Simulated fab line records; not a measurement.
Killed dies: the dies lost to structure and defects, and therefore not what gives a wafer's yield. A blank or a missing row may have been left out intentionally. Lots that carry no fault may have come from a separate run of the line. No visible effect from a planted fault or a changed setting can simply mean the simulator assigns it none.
Which of the tools did it?	flow sky130	45 wafers from 15 lots sampled at 6 of the route's 708 steps

== WHAT EACH GAUGE READ, for each wafer ==
SKY_POLY_GATE_CD_MEAS_22. Usual: cdNm reads 149.5 nm (standard deviation 2.4).
lot	measured	on	cdNm (nm)	flag
L265	day 16 04:00	cdSem-02	148.3 148.7 151.5	
L266	day 16 16:24	cdSem-02	152.3 153.5 151.6	
L268	day 18 14:40	cdSem-02	148.4 146.0 149.9	
L271	day 19 00:50	cdSem-02	145.8 150.6 147.8	
L270	day 19 00:52	cdSem-01	150.1 147.4 146.6	
L273	day 19 05:20	cdSem-01	148.6 149.7 145.9	
L275	day 19 19:51	cdSem-01	150.8 151.8 149.8	
L280	day 21 15:44	cdSem-01	148.2 145.6 145.7	
L282	day 22 11:26	cdSem-01	150.4 148.1 146.4	
L283	day 22 22:26	cdSem-01	153.6 149.8 150.0	
L284	day 23 09:28	cdSem-02	152.5 149.3 155.7	
L285	day 23 14:01	cdSem-01	152.8 150.1 146.8	
L286	day 23 18:59	cdSem-02	156.7 152.2 152.8	
L287	day 24 10:30	cdSem-02	151.2 154.4 150.4	
L288	day 24 14:12	cdSem-01	148.5 154.4 152.0	

SKY_LDD_LDN_TW_MEAS_13. Usual: LDD_LDN_TW 1479, standard deviation 8.2.
lot	measured	on	LDD_LDN_TW	flag
L265	day 22 13:54	filmMetro-03	1479 1476 1479	
L266	day 23 01:04	filmMetro-04	1483 1478 1484	
L268	day 25 00:32	filmMetro-01	1472 1466 1473	
L271	day 25 09:44	filmMetro-01	1470 1472 1471	
L270	day 25 10:02	filmMetro-04	1486 1483 1484	
L273	day 25 12:41	filmMetro-03	1469 1477 1473	
L275	day 26 03:23	filmMetro-03	1472 1473 1475	
L280	day 27 22:08	filmMetro-04	1495 1484 1483	
L282	day 28 14:26	filmMetro-03	1483 1471 1482	
L283	day 29 02:23	filmMetro-03	1490 1486 1483	
L284	day 29 11:25	filmMetro-01	1468 1459 1462	
L285	day 29 14:38	filmMetro-04	1478 1492 1496	
L286	day 29 20:34	filmMetro-04	1490 1486 1483	
L287	day 30 10:05	filmMetro-04	1482 1490 1493	
L288	day 30 13:04	filmMetro-01	1474 1465 1479	

SKY_RES_XHIGH_TW_MEAS_09. Usual: RES_XHIGH_TW 1641, standard deviation 8.8.
lot	measured	on	RES_XHIGH_TW	flag
L265	day 26 08:49	filmMetro-03	1637 1634 1631	
L266	day 26 18:42	filmMetro-04	1639 1648 1635	
L268	day 28 20:22	filmMetro-02	1637 1629 1634	
L271	day 29 02:33	filmMetro-02	30 30 30	OFF
L270	day 29 04:04	filmMetro-04	30 30 30	OFF
L273	day 29 11:20	filmMetro-03	30 30 30	OFF
L275	day 29 21:09	filmMetro-04	1645 1653 1633	
L280	day 31 12:00	filmMetro-03	1651 1651 1656	
L282	day 32 02:26	filmMetro-03	1637 1629 1634	
L283	day 32 15:52	filmMetro-04	1654 1653 1652	
L284	day 32 23:51	filmMetro-04	1652 1644 1653	
L285	day 33 02:19	filmMetro-04	1638 1644 1641	
L286	day 33 07:47	filmMetro-03	1645 1641 1627	
L287	day 33 22:28	filmMetro-03	1638 1644 1637	
L288	day 33 23:21	filmMetro-02	1625 1630 1622	

== EACH LOT AND THE TOOL THAT RAN IT (in order: tool; ch and the chambers of the sampled wafers; start) ==
lot	SKY_LDD_N_STRIP_16	SKY_SD_P_STRIP_10	SKY_RES_XHIGH_STRIP_08
L265	plasmaAsher-04 ch 0,1, day 17 09:31	plasmaAsher-01 ch 0,1, day 25 03:47	plasmaAsher-03 ch 0,1, day 26 08:44
L266	plasmaAsher-01 ch 0,1, day 17 22:20	plasmaAsher-03 ch 0,1, day 25 14:18	plasmaAsher-04 ch 0,1, day 26 18:36
L268	plasmaAsher-04 ch 0,1, day 19 22:58	plasmaAsher-03 ch 0,1, day 27 15:44	plasmaAsher-02 ch 0,1, day 28 20:16
L271	plasmaAsher-01 ch 0,1, day 20 09:17	plasmaAsher-03 ch 0,1, day 27 22:14	plasmaAsher-03 ch 0,1, day 29 02:26
L270	plasmaAsher-02 ch 0,1, day 20 09:37	plasmaAsher-03 ch 0,1, day 27 23:53	plasmaAsher-04 ch 0,1, day 29 03:59
L273	plasmaAsher-01 ch 0,1, day 20 13:23	plasmaAsher-01 ch 0,1, day 28 07:11	plasmaAsher-04 ch 0,1, day 29 11:13
L275	plasmaAsher-02 ch 0,1, day 21 03:11	plasmaAsher-03 ch 0,1, day 28 17:44	plasmaAsher-02 ch 0,1, day 29 21:03
L280	plasmaAsher-04 ch 0,1, day 22 23:20	plasmaAsher-01 ch 0,1, day 30 07:30	plasmaAsher-04 ch 0,1, day 31 11:53
L282	plasmaAsher-01 ch 0,1, day 23 18:25	plasmaAsher-04 ch 0,1, day 30 22:56	plasmaAsher-03 ch 0,1, day 32 02:21
L283	plasmaAsher-01 ch 0,1, day 24 05:44	plasmaAsher-03 ch 0,1, day 31 12:45	plasmaAsher-03 ch 0,1, day 32 15:45
L284	plasmaAsher-02 ch 0,1, day 24 16:28	plasmaAsher-03 ch 0,1, day 31 20:59	plasmaAsher-03 ch 0,1, day 32 23:45
L285	plasmaAsher-02 ch 0,1, day 24 20:34	plasmaAsher-04 ch 0,1, day 31 23:21	plasmaAsher-03 ch 1, day 33 02:13
L286	plasmaAsher-02 ch 0,1, day 25 01:38	plasmaAsher-03 ch 0,1, day 32 04:56	plasmaAsher-04 ch 0,1, day 33 07:41
L287	plasmaAsher-02 ch 0,1, day 25 15:37	plasmaAsher-04 ch 0,1, day 32 18:59	plasmaAsher-02 ch 0,1, day 33 22:23
L288	plasmaAsher-01 ch 0,1, day 25 19:47	plasmaAsher-03 ch 0,1, day 32 20:30	plasmaAsher-03 ch 0,1, day 33 23:15
- SKY_LDD_N_STRIP_16: strips in O2/N2.
- SKY_SD_P_STRIP_10: strips in O2/N2.
- SKY_RES_XHIGH_STRIP_08: strips in O2/N2.

== AS READ BY THE TOOLS THEMSELVES (means over the sampled wafers that have a number; for cases with no such wafer, the mark the record gives instead) ==
SKY_LDD_N_STRIP_16. Usual: chamberPressureMTorr 1499.7 mTorr, standard deviation 1.4; drypumpMotorCurrentA 5.5 A, standard deviation 0.37; n2FlowSccm 300.0 sccm, standard deviation 0.97; o2FlowSccm 2999 sccm, standard deviation 9.1; oesProductAu 0.406 a.u., standard deviation 0.0044; stripTimeToEndpointS 4.310 s, standard deviation 0.016.
lot	tool	chamberPressureMTorr (mTorr)	drypumpMotorCurrentA (A)	n2FlowSccm (sccm)	o2FlowSccm (sccm)	oesProductAu (a.u.)	stripTimeToEndpointS (s)	flag
L265	plasmaAsher-04	1498.8	6.0	299.4	3003	0.404	4.334	
L266	plasmaAsher-01	1500.4	5.6	299.3	3008	0.407	4.320	
L268	plasmaAsher-04	1499.7	6.0	300.1	3013	0.401	4.316	
L271	plasmaAsher-01	1500.3	5.4	299.8	2989	0.405	4.329	
L270	plasmaAsher-02	1499.6	5.2	300.9	3000	0.411	4.287	
L273	plasmaAsher-01	1501.0	5.6	300.2	2994	0.407	4.307	
L275	plasmaAsher-02	1500.2	5.1	301.2	3001	0.403	4.294	
L280	plasmaAsher-04	1499.1	6.0	299.3	3003	0.407	4.310	
L282	plasmaAsher-01	1500.1	5.7	300.4	2993	0.411	4.306	
L283	plasmaAsher-01	1499.2	5.7	300.0	2991	0.405	4.299	
L284	plasmaAsher-02	1500.1	5.2	300.5	2992	0.407	4.315	
L285	plasmaAsher-02	1499.1	5.2	299.6	3000	0.404	4.318	
L286	plasmaAsher-02	1500.2	5.2	299.3	3002	0.406	4.313	
L287	plasmaAsher-02	1500.3	5.2	299.6	2993	0.406	4.305	
L288	plasmaAsher-01	1498.6	5.6	300.8	2984	0.409	4.317	

SKY_SD_P_STRIP_10. Usual: chamberPressureMTorr 1500.0 mTorr, standard deviation 1.4; drypumpMotorCurrentA 6.0 A, standard deviation 0.38; n2FlowSccm 300.1 sccm, standard deviation 0.82; o2FlowSccm 3000 sccm, standard deviation 9.6; oesProductAu 0.618 a.u., standard deviation 0.0043; stripTimeToEndpointS 17.48 s, standard deviation 0.048.
lot	tool	chamberPressureMTorr (mTorr)	drypumpMotorCurrentA (A)	n2FlowSccm (sccm)	o2FlowSccm (sccm)	oesProductAu (a.u.)	stripTimeToEndpointS (s)	flag
L265	plasmaAsher-01	1499.3	5.4	300.8	2990	0.615	17.51	
L266	plasmaAsher-03	1500.2	6.0	299.8	3007	0.615	17.54	
L268	plasmaAsher-03	1500.7	6.3	300.2	2996	0.623	17.49	
L271	plasmaAsher-03	-	-	-	-	-	-	OFF
L270	plasmaAsher-03	-	-	-	-	-	-	OFF
L273	plasmaAsher-01	-	-	-	-	-	-	OFF
L275	plasmaAsher-03	1501.2	6.3	300.4	2988	0.618	17.54	
L280	plasmaAsher-01	1499.4	5.4	300.5	3005	0.614	17.47	
L282	plasmaAsher-04	1498.7	6.0	300.1	3005	0.621	17.46	
L283	plasmaAsher-03	1498.9	6.1	299.7	2981	0.620	17.49	
L284	plasmaAsher-03	1501.1	6.0	299.5	2996	0.618	17.47	
L285	plasmaAsher-04	1500.1	6.0	300.7	3001	0.619	17.43	
L286	plasmaAsher-03	1499.3	6.0	299.8	3010	0.618	17.39	
L287	plasmaAsher-04	1499.8	6.0	300.7	3007	0.612	17.48	
L288	plasmaAsher-03	1498.8	6.0	299.5	2998	0.621	17.42	

SKY_RES_XHIGH_STRIP_08. Usual: chamberPressureMTorr 1499.9 mTorr, standard deviation 1.4; drypumpMotorCurrentA 5.9 A, standard deviation 0.46; n2FlowSccm 299.9 sccm, standard deviation 0.88; o2FlowSccm 2999 sccm, standard deviation 14; oesProductAu 0.711 a.u., standard deviation 0.0045; stripTimeToEndpointS 14.27 s, standard deviation 0.043.
lot	tool	chamberPressureMTorr (mTorr)	drypumpMotorCurrentA (A)	n2FlowSccm (sccm)	o2FlowSccm (sccm)	oesProductAu (a.u.)	stripTimeToEndpointS (s)	flag
L265	plasmaAsher-03	1497.7	6.3	300.1	3002	0.713	14.29	
L266	plasmaAsher-04	1500.5	6.0	300.3	2999	0.715	14.29	
L268	plasmaAsher-02	1501.4	5.2	300.3	2993	0.711	14.29	
L271	plasmaAsher-03	1499.7	6.0	301.0	3003	0.719	31.28	OFF
L270	plasmaAsher-04	1501.6	6.0	299.3	3006	0.718	31.31	OFF
L273	plasmaAsher-04	1501.0	6.0	299.4	2993	0.716	31.31	OFF
L275	plasmaAsher-02	1500.2	5.2	298.1	2993	0.710	14.30	
L280	plasmaAsher-04	1500.8	6.0	300.7	2997	0.709	14.24	
L282	plasmaAsher-03	1499.7	6.1	300.0	2997	0.712	14.29	
L283	plasmaAsher-03	1498.8	6.3	299.3	3000	0.708	14.25	
L284	plasmaAsher-03	1500.7	6.0	299.7	2993	0.708	14.22	
L285	plasmaAsher-03	1501.0	5.8	300.0	3008	0.715	14.24	
L286	plasmaAsher-04	1499.0	6.0	300.7	3001	0.713	14.27	
L287	plasmaAsher-02	1500.9	5.2	299.6	3007	0.712	14.28	
L288	plasmaAsher-03	1498.9	6.1	299.2	3002	0.712	14.33	

== THE ANSWER, worked out from the rows above alone ==
Rule: a lot is off if the mean of its wafers that have a number lies more than 3 standard deviations from the usual mean. Also off: a lot with no number at a reading for which 4 or more lots have one. Any other lot the step has rows for is counted as sound. Order of review: gauges by route order, followed by the tools' own readings, for which a lot's mean as printed above is used. At the first step where some lot is off, the reading lying furthest off is the one used; lots without a number count as furthest.
Off: L271, L270, L273, seen at SKY_RES_XHIGH_TW_MEAS_09 (RES_XHIGH_TW).
If a tool, at a process step before that reading, ran all the lots that are off and no sound lot after the first of them, it fits. Not tried: the gauges at SKY_RES_XHIGH_TW_MEAS_09; whatever is off there is also off at SKY_SD_P_STRIP_10, on other tools, and gauge error can't account for it. None of those tried fits.

== WHAT THE SIMULATOR PUT IN ==
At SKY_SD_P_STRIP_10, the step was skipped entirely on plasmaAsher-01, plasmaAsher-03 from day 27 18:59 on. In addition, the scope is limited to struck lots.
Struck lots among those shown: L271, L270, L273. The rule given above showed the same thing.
